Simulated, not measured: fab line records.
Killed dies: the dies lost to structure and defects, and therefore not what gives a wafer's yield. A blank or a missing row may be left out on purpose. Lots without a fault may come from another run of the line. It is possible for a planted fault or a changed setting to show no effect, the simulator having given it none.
8D (eight disciplines) problem report, filled in by code + flow sky130 + the parts of the form that need people (team, actions taken, sign-off) are left out

1. THE ISSUE
Mean VIA3_W_RS at SKY_VIA3_RS_MEAS_22: 58.5588 ohm/sq over 9 wafers in 3 lots; fault-free wafers: 0.2946 ohm/sq, standard deviation 0.0027. So: +99 or more standard deviations from the usual mean.
The step: measures by four-point-probe.
Earliest sighting: wafer L429.1 on film-metro-01 at day 43 12:12. At this step, 36 wafers from 12 lots have a number in the record. Rule for "out", or "out of limits": more than 4 standard deviations from the usual mean. Any other wafer with a number is counted as sound.

2. WHAT THIS IS AND IS NOT
| question                    | is                                          | is not                                                                    |
|-----------------------------|---------------------------------------------|---------------------------------------------------------------------------|
| which readings at this step | VIA3_W_RS                                   | -                                                                         |
| which lots                  | L429, L430, L431                            | L418, L421, L424, L425, L426, L427, L428, L439, L440                      |
| which wafers of those lots  | all that have a number                      | -                                                                         |
| read on which gauges        | film-metro-01, film-metro-02, film-metro-04 | -                                                                         |
| when                        | from day 43 12:12                           | up to then (21 sound wafers); but 6 sound wafers of L439, L440 came after |

3. WHAT RULES OUT EACH SUSPECT
Counting: a tool stays on the suspect list if, at a process step up to the reading, it processed all lots that are out and no sound lot following the first of them.
- the gauge at SKY_VIA3_RS_MEAS_22: ruled out. 3 gauges (film-metro-01, film-metro-02, film-metro-04) read the wafers that are out.
- cvd-w-02 at SKY_VIA3_CVD_21 (deposits W, target thk 390 nm, time 117.31 s): ruled out as a lasting fault. Sound lots L440 ran on it after its first lot that is out, L429 (day 43 12:04).
Left after counting: nothing in the record.

4. THE CAUSE (what the simulator had put in)
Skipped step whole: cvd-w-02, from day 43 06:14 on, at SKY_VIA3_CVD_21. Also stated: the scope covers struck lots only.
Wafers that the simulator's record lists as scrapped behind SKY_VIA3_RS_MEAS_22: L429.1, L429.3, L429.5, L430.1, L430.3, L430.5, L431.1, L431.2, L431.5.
It was ruled out by counting, in error; the rule expects a fault to strike all lots run on its tool from its start on, and this fault did not.

5. THE CHAIN OF EFFECTS, in route order
One row per reading whose mean, taken over the struck wafers that have a number, lies over 3 standard deviations from the usual. Only readings whose record carries a usual standard deviation are examined. hours: median over the lots of the time between each lot's start at the first step of this table that gives one and its start at this step. sigmas: the change, counted in usual standard deviations.
| hours | step                | reading   | usual         | on struck wafers | change   | sigmas      |
|-------|---------------------|-----------|---------------|------------------|----------|-------------|
| 0     | SKY_VIA3_RS_MEAS_22 | VIA3_W_RS | 0.2946 ohm/sq | 58.5588          | +58.2642 | +99 or more |
Readings that are blank on the struck wafers while sound wafers have them: chamber-pressure-Torr at SKY_VIA3_CVD_21; heater-power-outer-w at SKY_VIA3_CVD_21; heater-power-w at SKY_VIA3_CVD_21.

6. WHAT WOULD HAVE CAUGHT IT SOONER
Counted from the fault's start at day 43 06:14, it took 6 hours until the first out-of-limits reading at a measuring or inspecting step in this record, taken at day 43 12:12.
At SKY_VIA3_CVD_21 the tool's readings are blank on the struck wafers, where sound wafers have them: an empty tool record is the first sign, and it was there at once.
